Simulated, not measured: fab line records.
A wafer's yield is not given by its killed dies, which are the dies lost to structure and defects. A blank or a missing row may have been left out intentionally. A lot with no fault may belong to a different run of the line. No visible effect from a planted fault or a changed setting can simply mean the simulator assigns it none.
Problem report in the 8D (eight disciplines) form, filled by code -- flow gf180mcu -- the parts of the form that need people (team, actions taken, sign-off) are left out

1. THE PROBLEM
V3_W_RS at GF_V3_RS_MEAS_24 reads a mean of 0.247 ohm/sq on 2 wafers of 2 lots; wafers without a fault read 0.327 ohm/sq with a standard deviation of 0.0062. That is -13 standard deviations from the usual mean.
The step: measures by four-point-probe.
First observed at day 26 14:21: wafer L222.1, on filmMetro-02. At this step, 30 wafers from 10 lots have a number in the record. Rule for "out", or "out of limits": more than 4 standard deviations from the usual mean. The rest of the wafers with a number are treated as sound.

2. WHAT THIS IS AND IS NOT
question,is,is not
which readings at this step,V3_W_RS,-
which lots,"L222, L223","L211, L215, L217, L218, L219, L225, L232, L233"
which wafers of those lots,"L222.1, L223.6","L222.4, L222.5, L223.4, L223.5"
read on which gauges,"filmMetro-02, filmMetro-04",filmMetro-01
when,from day 26 14:21,"up to then (17 sound wafers); but 11 sound wafers of L223, L225, L232, L233 came after"

3. SUSPECTS, AND WHAT RULES EACH OUT
Counting: any tool at a process step up to the reading remains a suspect provided it ran every lot that is out. Sound lots after the first of them don't rule it out here, since some wafers of a struck lot are sound.
- the gauge at GF_V3_RS_MEAS_24 is ruled out. The wafers that are out were read on 2 gauges (filmMetro-02, filmMetro-04).
- cvdW-01 at GF_V3_CVD_23 (deposits W, target thk 350 nm, time 104.9 s): kept. Every lot that is out went through it, the first being L222 (day 26 14:14); the last sound lot it ran before that was L217 (day 25 11:53).
- The sound lot-mates ran in chamber 0 of cvdW-01 at GF_V3_CVD_23, but the wafers that are out ran in chamber 1.
The count leaves cvdW-01 at GF_V3_CVD_23.

4. THE CAUSE (what the simulator had put in)
cvdW-01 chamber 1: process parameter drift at GF_V3_CVD_23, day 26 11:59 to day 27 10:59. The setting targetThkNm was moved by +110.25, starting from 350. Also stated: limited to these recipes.
Only this tool survived the counting.

5. THE EFFECT CHAIN, in route order
Rows list readings where the struck wafers' mean (over those with a number) sits beyond 3 standard deviations from the usual. Only readings for which the record gives a usual standard deviation are gone through. hours: the time from each lot's start at the first step in this table that gives one to its start at this step, as a median over the lots. sigmas: the change in usual standard deviations.
hours,step,reading,usual,on struck wafers,change,sigmas
0,GF_V3_RS_MEAS_24,V3_W_RS,0.327 ohm/sq,0.247,-0.080,-13
2,GF_V3_THK_MEAS_25,V3_W_THK,351 nm,474,+123,+14
5,GF_V3_CMP_26,timeToEndpointS,85 s,112,+26,+4.8
Here are the process steps it includes:
- GF_V3_CMP_26: polishes, stops on SiO2, t overpolish 15 s, target thk 0 nm.

6. WHAT WOULD HAVE CAUGHT IT SOONER
In this record the first reading out of limits at a measuring or inspecting step was taken at day 26 14:21, 2 hours after the fault began at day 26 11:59.
Of the tool readings at GF_V3_CVD_23 for which the record gives a usual standard deviation, none was out on any struck wafer, so an alarm limit of 4 standard deviations on them would not have fired.
Among the 2 lots that are out, L223 began GF_V3_CVD_23 on cvdW-01 after day 26 14:21. Putting the tool on hold at that point would have spared it.
